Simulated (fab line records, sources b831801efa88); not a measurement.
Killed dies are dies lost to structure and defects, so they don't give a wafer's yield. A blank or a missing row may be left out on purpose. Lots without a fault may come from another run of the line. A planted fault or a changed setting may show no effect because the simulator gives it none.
Chamber matching | flow gf180mcu | GF_CONTACT_CMP_04 on cmp-02: 4 sister chambers
The step polishes SiO2. 8 wafers are shown with their chamber, then 8 later ones without.

WAFERS WITH THEIR CHAMBER
wafer  | chamber | motor_current_A (A) | time_to_endpoint_s (s)
L934.6 | 2       | 12.3                | 110
L936.1 | 1       | 10.5                | 118
L936.5 | 3       | 10.7                | 109
L936.6 | 0       | 14.4                | 102
L937.2 | 2       | 12.2                | 105
L937.3 | 3       | 11.1                | 111
L937.4 | 1       | 10.5                | 118
L939.1 | 0       | 14.2                | 101

WAFERS WITHOUT THEIR CHAMBER
wafer  | motor_current_A (A) | time_to_endpoint_s (s)
L939.3 | 11.1                | 122
L939.4 | 10.8                | 117
L940.1 | 11.1                | 106
L940.3 | 13.9                | 101
L940.6 | 11.4                | 125
L942.3 | 12.5                | 103
L942.4 | 14.0                | 103
L942.6 | 12.1                | 119

WHICH CHAMBER EACH WENT THROUGH
wafer  | from the rows above     | in truth
L939.3 | 1                       | 1
L939.4 | can't be placed: 1 or 3 | 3
L940.1 | 3                       | 3
L940.3 | 0                       | 0
L940.6 | can't be placed: 1 or 3 | 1
L942.3 | 2                       | 2
L942.4 | 0                       | 0
L942.6 | 2                       | 2
Placed correctly: 6 of 8. Can't be placed from these rows: 2 (the true chamber is among the candidates in 2). Placed wrongly: 0.
How it was worked out, from the rows above alone: a wafer's distance from a chamber is the root of the sum, over the readings, of the square of ((its reading less the chamber's mean) divided by the reading's scatter). The wafer belongs to the nearest chamber; if the next one is less than 2 further off, it can't be placed. A chamber's mean is the mean of its shown wafers. The scatter: the root of (the sum of the squares of (reading less its chamber's mean) over the shown wafers, divided by (wafers less chambers)).
